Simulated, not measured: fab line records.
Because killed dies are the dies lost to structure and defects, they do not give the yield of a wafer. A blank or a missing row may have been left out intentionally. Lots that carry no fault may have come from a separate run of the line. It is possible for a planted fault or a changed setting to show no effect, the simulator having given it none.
Chamber matching | flow sky130 | SKY_CONTACT_ETCH_18 on rieDiel-04: 4 sister chambers
The step etches Si3N4 in CHF3/O2, stops on TiN, time 39 s, target depth 75 nm. 14 wafers are shown with their chamber, then 7 later ones without.

WAFERS, EACH WITH ITS CHAMBER
wafer  | chamber | rfFwdPowerW (W) | oesProductAu (a.u.) | throttleValvePct (%)
L742.1 | 2       | 591.1           | 0.851               | 8.805
L742.2 | 3       | 595.7           | 0.843               | 8.784
L742.4 | 3       | 595.3           | 0.850               | 8.800
L749.1 | 0       | 590.5           | 0.857               | 8.781
L749.4 | 0       | 590.0           | 0.867               | 8.797
L749.6 | 0       | 592.7           | 0.876               | 8.795
L750.4 | 3       | 596.0           | 0.843               | 8.790
L750.5 | 1       | 593.7           | 0.848               | 8.794
L750.6 | 0       | 591.8           | 0.849               | 8.795
L756.2 | 3       | 595.5           | 0.846               | 8.800
L756.3 | 0       | 594.8           | 0.847               | 8.791
L756.4 | 1       | 592.9           | 0.852               | 8.795
L758.2 | 1       | 593.0           | 0.853               | 8.785
L758.3 | 2       | 591.7           | 0.847               | 8.786

SIGNATURES (averages over the wafers above)
reading          | chamber 0 | chamber 1 | chamber 2 | chamber 3 | scatter within a chamber
rfFwdPowerW      | 591.960   | 593.200   | 591.400   | 595.625   | 1.24
oesProductAu     | 0.85920   | 0.85100   | 0.84900   | 0.84550   | 0.0081
throttleValvePct | 8.79180   | 8.79133   | 8.79550   | 8.79350   | 0.0077
Rule: for a wafer and a chamber, the distance is found by dividing, reading by reading, the gap between the wafer's reading and the chamber's mean by the reading's scatter, squaring, summing and taking the root. If the next closest chamber is less than 2 further off than the closest, the wafer can't be placed; otherwise it belongs to the closest. How the scatter is found: for the shown wafers, subtract from each reading the mean of its chamber, square and add these, divide the total by (wafers less chambers), then take the root.

WAFERS WHOSE CHAMBER IS MISSING
wafer  | rfFwdPowerW (W) | oesProductAu (a.u.) | throttleValvePct (%)
L758.6 | 594.0           | 0.852               | 8.786
L759.1 | 592.7           | 0.855               | 8.797
L759.3 | 588.3           | 0.858               | 8.795
L759.4 | 590.8           | 0.864               | 8.794
L761.1 | 590.0           | 0.842               | 8.804
L761.4 | 590.6           | 0.860               | 8.785
L761.6 | 592.0           | 0.859               | 8.793

WHICH CHAMBER EACH ONE RAN IN
wafer  | from the rows above               | in truth
L758.6 | can't be placed: 1 or 3 or 0 or 2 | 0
L759.1 | can't be placed: 1 or 0 or 2 or 3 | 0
L759.3 | can't be placed: 2 or 0 or 1      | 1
L759.4 | can't be placed: 0 or 2 or 1      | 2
L761.1 | can't be placed: 2 or 0 or 1      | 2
L761.4 | can't be placed: 0 or 2 or 1      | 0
L761.6 | can't be placed: 0 or 2 or 1      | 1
Placed correctly: 0 of 7. Can't be placed from these rows: 7 (the true chamber is among the candidates in 7). 0 placed wrongly.
